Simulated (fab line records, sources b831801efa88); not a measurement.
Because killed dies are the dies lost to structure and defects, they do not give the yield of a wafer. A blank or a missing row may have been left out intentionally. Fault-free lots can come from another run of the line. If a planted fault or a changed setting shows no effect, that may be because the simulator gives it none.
Chamber matching / flow gf180mcu / rie_diel-04 running GF_V4_ETCH_16: 4 sister chambers
The step etches BARC in N2/H2. 20 wafers are shown with their chamber, then 10 later ones without.

WAFERS PAIRED WITH THEIR CHAMBERS
wafer=L076.2; chamber=3; oes_product_au (a.u.)=0.862; rf_fwd_power_W (W)=494.4; throttle_valve_pct (%)=13.220
wafer=L076.4; chamber=0; oes_product_au (a.u.)=0.857; rf_fwd_power_W (W)=496.7; throttle_valve_pct (%)=13.226
wafer=L076.5; chamber=2; oes_product_au (a.u.)=0.859; rf_fwd_power_W (W)=495.8; throttle_valve_pct (%)=13.212
wafer=L079.1; chamber=1; oes_product_au (a.u.)=0.857; rf_fwd_power_W (W)=495.2; throttle_valve_pct (%)=13.226
wafer=L079.2; chamber=3; oes_product_au (a.u.)=0.866; rf_fwd_power_W (W)=497.4; throttle_valve_pct (%)=13.213
wafer=L079.4; chamber=0; oes_product_au (a.u.)=0.853; rf_fwd_power_W (W)=494.7; throttle_valve_pct (%)=13.228
wafer=L080.2; chamber=3; oes_product_au (a.u.)=0.863; rf_fwd_power_W (W)=498.4; throttle_valve_pct (%)=13.215
wafer=L080.5; chamber=1; oes_product_au (a.u.)=0.845; rf_fwd_power_W (W)=493.7; throttle_valve_pct (%)=13.221
wafer=L080.6; chamber=0; oes_product_au (a.u.)=0.851; rf_fwd_power_W (W)=492.5; throttle_valve_pct (%)=13.213
wafer=L082.1; chamber=3; oes_product_au (a.u.)=0.857; rf_fwd_power_W (W)=496.1; throttle_valve_pct (%)=13.224
wafer=L082.4; chamber=1; oes_product_au (a.u.)=0.852; rf_fwd_power_W (W)=495.8; throttle_valve_pct (%)=13.232
wafer=L082.5; chamber=2; oes_product_au (a.u.)=0.852; rf_fwd_power_W (W)=494.7; throttle_valve_pct (%)=13.227
wafer=L089.3; chamber=2; oes_product_au (a.u.)=0.852; rf_fwd_power_W (W)=495.5; throttle_valve_pct (%)=13.228
wafer=L089.5; chamber=2; oes_product_au (a.u.)=0.861; rf_fwd_power_W (W)=494.2; throttle_valve_pct (%)=13.226
wafer=L089.6; chamber=3; oes_product_au (a.u.)=0.851; rf_fwd_power_W (W)=498.6; throttle_valve_pct (%)=13.214
wafer=L091.1; chamber=3; oes_product_au (a.u.)=0.854; rf_fwd_power_W (W)=496.4; throttle_valve_pct (%)=13.229
wafer=L091.4; chamber=2; oes_product_au (a.u.)=0.855; rf_fwd_power_W (W)=493.6; throttle_valve_pct (%)=13.237
wafer=L091.6; chamber=1; oes_product_au (a.u.)=0.851; rf_fwd_power_W (W)=496.7; throttle_valve_pct (%)=13.225
wafer=L092.2; chamber=2; oes_product_au (a.u.)=0.851; rf_fwd_power_W (W)=495.5; throttle_valve_pct (%)=13.222
wafer=L092.4; chamber=3; oes_product_au (a.u.)=0.856; rf_fwd_power_W (W)=493.5; throttle_valve_pct (%)=13.236

SIGNATURES (means of the wafers above)
reading=oes_product_au; chamber 0=0.85367; chamber 1=0.85125; chamber 2=0.85500; chamber 3=0.85843; scatter within a chamber=0.00468
reading=rf_fwd_power_W; chamber 0=494.633; chamber 1=495.350; chamber 2=494.883; chamber 3=496.400; scatter within a chamber=1.57
reading=throttle_valve_pct; chamber 0=13.22233; chamber 1=13.22600; chamber 2=13.22533; chamber 3=13.22157; scatter within a chamber=0.00781
Rule: a wafer's distance from a chamber is the root of the sum, over the readings, of the square of ((its reading less the chamber's mean) divided by the reading's scatter). The wafer belongs to the nearest chamber; if the next one is less than 2 further off, it can't be placed. The scatter: take each reading less its chamber's mean, square it, sum over the shown wafers, divide by the number of wafers less the number of chambers, and take the root.

WAFERS MISSING THEIR CHAMBER
wafer=L092.5; oes_product_au (a.u.)=0.848; rf_fwd_power_W (W)=494.1; throttle_valve_pct (%)=13.216
wafer=L093.1; oes_product_au (a.u.)=0.858; rf_fwd_power_W (W)=495.4; throttle_valve_pct (%)=13.235
wafer=L093.2; oes_product_au (a.u.)=0.850; rf_fwd_power_W (W)=495.4; throttle_valve_pct (%)=13.214
wafer=L093.5; oes_product_au (a.u.)=0.854; rf_fwd_power_W (W)=497.9; throttle_valve_pct (%)=13.216
wafer=L096.1; oes_product_au (a.u.)=0.854; rf_fwd_power_W (W)=496.4; throttle_valve_pct (%)=13.233
wafer=L096.5; oes_product_au (a.u.)=0.856; rf_fwd_power_W (W)=493.0; throttle_valve_pct (%)=13.226
wafer=L096.6; oes_product_au (a.u.)=0.855; rf_fwd_power_W (W)=497.1; throttle_valve_pct (%)=13.239
wafer=L097.2; oes_product_au (a.u.)=0.854; rf_fwd_power_W (W)=495.7; throttle_valve_pct (%)=13.234
wafer=L097.4; oes_product_au (a.u.)=0.855; rf_fwd_power_W (W)=493.3; throttle_valve_pct (%)=13.225
wafer=L097.6; oes_product_au (a.u.)=0.859; rf_fwd_power_W (W)=493.5; throttle_valve_pct (%)=13.232

EACH ONE'S CHAMBER
wafer=L092.5; from the rows above=can't be placed: 0 or 1 or 2 or 3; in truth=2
wafer=L093.1; from the rows above=can't be placed: 2 or 3 or 1 or 0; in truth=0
wafer=L093.2; from the rows above=can't be placed: 0 or 1 or 2 or 3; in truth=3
wafer=L093.5; from the rows above=can't be placed: 3 or 1 or 0 or 2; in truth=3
wafer=L096.1; from the rows above=can't be placed: 1 or 2 or 3 or 0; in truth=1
wafer=L096.5; from the rows above=can't be placed: 2 or 0 or 1 or 3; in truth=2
wafer=L096.6; from the rows above=can't be placed: 1 or 2 or 3 or 0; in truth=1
wafer=L097.2; from the rows above=can't be placed: 1 or 2 or 0 or 3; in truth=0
wafer=L097.4; from the rows above=can't be placed: 0 or 2 or 1 or 3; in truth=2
wafer=L097.6; from the rows above=can't be placed: 2 or 0 or 1 or 3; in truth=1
0 of 10 placed correctly. Can't be placed from these rows: 10 (the true chamber is among the candidates in 10). Wrongly placed: 0.
